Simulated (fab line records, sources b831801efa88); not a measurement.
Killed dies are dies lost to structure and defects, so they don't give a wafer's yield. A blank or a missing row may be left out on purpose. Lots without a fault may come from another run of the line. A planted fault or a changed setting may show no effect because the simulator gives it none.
Which tool did it? | flow sky130 | 13 lots, 39 wafers sampled, at 4 steps of a route of 708

WHAT THE GAUGES READ, wafer by wafer
SKY_FIELD_ISO_CD_MEAS_13: target cd 150 nm.
lot  | measured    | on        | cd_nm (nm)
L566 | day 2 05:33 | cd_sem-02 | 149.8 150.3 150.5
L567 | day 2 10:15 | cd_sem-02 | 147.3 148.9 149.4
L569 | day 2 20:40 | cd_sem-02 | 152.0 150.1 150.5
L573 | day 3 22:09 | cd_sem-02 | 150.4 150.6 149.4
L577 | day 4 14:13 | cd_sem-01 | 153.0 151.7 151.6
L579 | day 5 00:40 | cd_sem-01 | 149.8 147.6 148.1
L580 | day 5 07:00 | cd_sem-01 | 150.6 150.8 149.6
L581 | day 5 09:58 | cd_sem-01 | 153.0 154.5 153.9
L584 | day 6 03:18 | cd_sem-01 | 149.5 150.8 151.2
L586 | day 6 13:18 | cd_sem-02 | 149.2 148.6 148.3
L587 | day 6 18:15 | cd_sem-01 | 147.7 146.2 146.8
L588 | day 6 23:22 | cd_sem-02 | 149.6 148.0 147.9
L589 | day 7 05:22 | cd_sem-02 | 150.2 150.6 148.7

SKY_NWELL_RS_MEAS_29: measures by four-point-probe.
lot  | measured     | on            | NWELL_RS (ohm/sq)
L566 | day 5 21:24  | film_metro-02 | 626.9 622.9 623.8
L567 | day 5 22:02  | film_metro-01 | 627.7 625.0 624.3
L569 | day 6 08:32  | film_metro-02 | 624.5 625.6 624.0
L573 | day 7 08:54  | film_metro-01 | 624.4 626.2 623.0
L577 | day 8 05:20  | film_metro-02 | 628.3 626.2 625.3
L579 | day 8 19:55  | film_metro-04 | 624.7 624.0 624.1
L580 | day 9 04:11  | film_metro-04 | 622.0 622.1 621.5
L581 | day 9 04:46  | film_metro-02 | 622.8 624.2 622.2
L584 | day 9 23:54  | film_metro-02 | 622.3 624.4 625.1
L586 | day 10 12:18 | film_metro-02 | 625.2 626.2 624.9
L587 | day 11 02:48 | film_metro-02 | 625.5 623.6 625.6
L588 | day 11 05:01 | film_metro-01 | 624.0 624.5 623.1
L589 | day 11 09:28 | film_metro-04 | 620.3 622.4 622.9

WHICH TOOL RAN EACH LOT (tool, then ch and the chambers of the sampled wafers, then the start)
lot  | SKY_FIELD_ISO_ETCH_15             | SKY_NWELL_STRIP_25
L566 | rie_diel-01 ch 0,2,3, day 2 05:43 | plasma_asher-01 ch 0,1, day 5 21:05
L567 | rie_diel-01 ch 0,3, day 2 10:25   | plasma_asher-01 ch 0,1, day 5 21:43
L569 | rie_diel-02 ch 0,1, day 2 20:47   | plasma_asher-02 ch 0,1, day 6 08:12
L573 | rie_diel-02 ch 0,1,2, day 3 22:19 | plasma_asher-02 ch 0,1, day 7 08:35
L577 | rie_diel-02 ch 1,2,3, day 4 14:19 | plasma_asher-01 ch 0,1, day 8 05:00
L579 | rie_diel-02 ch 0,1,2, day 5 00:49 | plasma_asher-01 ch 0,1, day 8 19:35
L580 | rie_diel-04 ch 0,2, day 5 07:10   | plasma_asher-02 ch 0,1, day 9 03:52
L581 | rie_diel-04 ch 1,2,3, day 5 10:07 | plasma_asher-02 ch 0,1, day 9 04:26
L584 | rie_diel-01 ch 1,3, day 6 03:28   | plasma_asher-03 ch 0,1, day 9 23:35
L586 | rie_diel-01 ch 1,3, day 6 13:28   | plasma_asher-01 ch 0,1, day 10 11:59
L587 | rie_diel-04 ch 0,2, day 6 18:25   | plasma_asher-03 ch 0,1, day 11 02:29
L588 | rie_diel-04 ch 0,1,3, day 6 23:31 | plasma_asher-01 ch 0,1, day 11 04:41
L589 | rie_diel-01 ch 0,1, day 7 05:28   | plasma_asher-01 ch 0,1, day 11 09:07
- SKY_FIELD_ISO_ETCH_15: etches the open film in CHF3/O2, stops on Si, target depth 180 nm, time 72 s.
- SKY_NWELL_STRIP_25: strips in O2/N2.

WHAT THE TOOLS THEMSELVES READ (means of the sampled wafers that have a number; where no wafer has one, the mark that the record gives instead)
SKY_FIELD_ISO_ETCH_15.
lot  | tool        | bias_w (W) | chf3_flow_sccm (sccm) | drypump_motor_current_A (A) | oes_product_au (a.u.) | throttle_valve_pct (%)
L566 | rie_diel-01 | 199.8      | 49.94                 | 5.7                         | 0.946                 | 8.844
L567 | rie_diel-01 | 200.3      | 50.02                 | 5.8                         | 0.944                 | 8.833
L569 | rie_diel-02 | 200.8      | 50.06                 | 6.3                         | 0.933                 | 8.842
L573 | rie_diel-02 | 199.3      | 49.99                 | 6.4                         | 0.928                 | 8.843
L577 | rie_diel-02 | 197.9      | 49.98                 | 6.3                         | 0.955                 | 8.848
L579 | rie_diel-02 | 197.8      | 50.01                 | 6.4                         | 0.946                 | 8.843
L580 | rie_diel-04 | 200.3      | 50.02                 | 5.5                         | 0.952                 | 8.845
L581 | rie_diel-04 | 199.7      | 50.02                 | 5.6                         | 0.943                 | 8.840
L584 | rie_diel-01 | 200.1      | 49.97                 | 5.6                         | 0.938                 | 8.841
L586 | rie_diel-01 | 200.4      | 50.14                 | 5.6                         | 0.939                 | 8.839
L587 | rie_diel-04 | 200.3      | 50.05                 | 5.5                         | 0.942                 | 8.833
L588 | rie_diel-04 | 199.5      | 50.00                 | 5.6                         | 0.946                 | 8.838
L589 | rie_diel-01 | 200.3      | 50.24                 | 5.9                         | 0.942                 | 8.845

SKY_NWELL_STRIP_25.
lot  | tool            | drypump_motor_current_A (A) | oes_product_au (a.u.) | strip_time_to_endpoint_s (s)
L566 | plasma_asher-01 | 5.3                         | 0.725                 | 36.92
L567 | plasma_asher-01 | 5.5                         | 0.724                 | 36.80
L569 | plasma_asher-02 | 5.9                         | 0.722                 | 36.91
L573 | plasma_asher-02 | 5.9                         | 0.718                 | 36.90
L577 | plasma_asher-01 | 5.5                         | 0.720                 | 36.95
L579 | plasma_asher-01 | 5.5                         | 0.728                 | 36.92
L580 | plasma_asher-02 | 6.1                         | 0.723                 | 37.06
L581 | plasma_asher-02 | 6.1                         | 0.722                 | 36.98
L584 | plasma_asher-03 | 5.6                         | 0.723                 | 37.07
L586 | plasma_asher-01 | 5.5                         | 0.720                 | 36.85
L587 | plasma_asher-03 | 5.6                         | 0.716                 | 36.96
L588 | plasma_asher-01 | 5.2                         | 0.723                 | 36.68
L589 | plasma_asher-01 | 5.2                         | 0.723                 | 36.93

THE ANSWER, worked out from the rows above alone
Rule: what is usual is taken from the lots themselves. Put in order of their means at a reading, lots are off if they are a third of the lots or fewer, leave a main group of 4 or more, and stand apart from it by a gap of 3 or more times the standard deviation of the main group's means; of several such gaps the widest counts. A main group whose means are all the same, to the digits that the tables above print for the reading, isn't used. A lot without any number at a reading at which 4 lots or more have one is off too. The other lots that the step has rows for count as sound. The gauges are gone through in route order, then the tools' own readings, and for those a lot's mean is taken as printed above. The first step at which some lot is off is used, and at that step the reading that is off furthest; a lot without a number counts as furthest.
Off: L577, L579, at SKY_FIELD_ISO_ETCH_15 (bias_w). The main group: mean 200.1 W, standard deviation 0.42.
A tool fits if, at that step or a process step before it, it ran every lot that is off, and no sound lot after the first of them. One fits: rie_diel-02 at SKY_FIELD_ISO_ETCH_15. Its last sound lot is L573 (day 3 22:19), its first lot that is off L577 (day 4 14:19): a fault that began between those two fits.
The tool's own readings at SKY_FIELD_ISO_ETCH_15 bear it out: on the lots that are off they differ by more than 5 times the standard deviation of the sound lots' means. bias_w reads 197.9 W there against 200.1 W on the sound lots.

WHAT THE SIMULATOR HAD PUT IN
Process parameter drift: rie_diel-02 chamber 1, from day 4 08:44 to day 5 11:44, at SKY_FIELD_ISO_ETCH_15. Setting bias_w, moved by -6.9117, from 200. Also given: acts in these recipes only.
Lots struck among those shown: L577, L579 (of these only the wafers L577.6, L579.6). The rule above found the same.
